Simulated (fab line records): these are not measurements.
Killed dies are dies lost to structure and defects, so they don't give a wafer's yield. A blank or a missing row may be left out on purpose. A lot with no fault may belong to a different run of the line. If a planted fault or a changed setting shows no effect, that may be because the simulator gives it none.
Chamber matching | flow sky130 | 4 sister chambers for SKY_LI_CONTACT_CMP_24 on cmp-02
The step polishes, stops on PSG, t overpolish 20 s, target thk 0 nm. 14 wafers are shown with their chamber, then 7 later ones without.

WAFERS PAIRED WITH THEIR CHAMBERS
wafer  | chamber | motor_current_A (A) | time_to_endpoint_s (s) | overpolish_run_s (s)
L491.1 | 1       | 8.4                 | 94                     | 20.013
L491.3 | 3       | 10.5                | 97                     | 19.998
L491.6 | 2       | 11.4                | 93                     | 20.022
L492.2 | 0       | 10.6                | 96                     | 20.021
L492.4 | 2       | 11.3                | 94                     | 19.997
L492.5 | 1       | 8.6                 | 95                     | 19.995
L493.1 | 0       | 11.6                | 96                     | 20.000
L493.2 | 2       | 11.8                | 95                     | 19.986
L493.4 | 3       | 9.9                 | 98                     | 20.002
L498.2 | 0       | 11.0                | 95                     | 19.985
L498.5 | 0       | 11.0                | 94                     | 19.997
L498.6 | 3       | 9.8                 | 97                     | 19.990
L507.3 | 1       | 8.4                 | 94                     | 20.010
L507.4 | 3       | 9.5                 | 95                     | 20.001

SIGNATURES, as means of the wafers listed above
reading            | chamber 0 | chamber 1 | chamber 2 | chamber 3 | scatter within a chamber
motor_current_A    | 11.050    | 8.467     | 11.500    | 9.925     | 0.347
time_to_endpoint_s | 95.25     | 94.33     | 94.00     | 96.75     | 1.01
overpolish_run_s   | 20.00075  | 20.00600  | 20.00167  | 19.99775  | 0.0128
Rule: for a wafer and a chamber, the distance is found by dividing, reading by reading, the gap between the wafer's reading and the chamber's mean by the reading's scatter, squaring, summing and taking the root. The wafer belongs to the nearest chamber; if the next one is less than 2 further off, it can't be placed. The scatter is the square root of a quotient: the sum, over the shown wafers, of each reading's squared deviation from its chamber's mean, divided by wafers minus chambers.

WAFERS WITH NO CHAMBER GIVEN
wafer  | motor_current_A (A) | time_to_endpoint_s (s) | overpolish_run_s (s)
L507.6 | 11.6                | 92                     | 20.002
L509.2 | 11.1                | 98                     | 19.998
L509.3 | 8.7                 | 93                     | 19.988
L509.6 | 9.8                 | 97                     | 20.004
L512.1 | 8.7                 | 97                     | 19.989
L512.3 | 12.0                | 97                     | 20.006
L512.4 | 10.0                | 100                    | 19.995

WHICH CHAMBER EACH ONE RAN IN
wafer  | from the rows above          | in truth
L507.6 | can't be placed: 2 or 0      | 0
L509.2 | can't be placed: 0 or 3 or 2 | 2
L509.3 | 1                            | 1
L509.6 | 3                            | 3
L512.1 | can't be placed: 1 or 3      | 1
L512.3 | can't be placed: 0 or 2      | 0
L512.4 | 3                            | 3
Correct placement for 3 of the 7. Cannot be placed on the basis of these rows: 4; the candidates contain the true chamber in 4. Placed wrongly: 0.
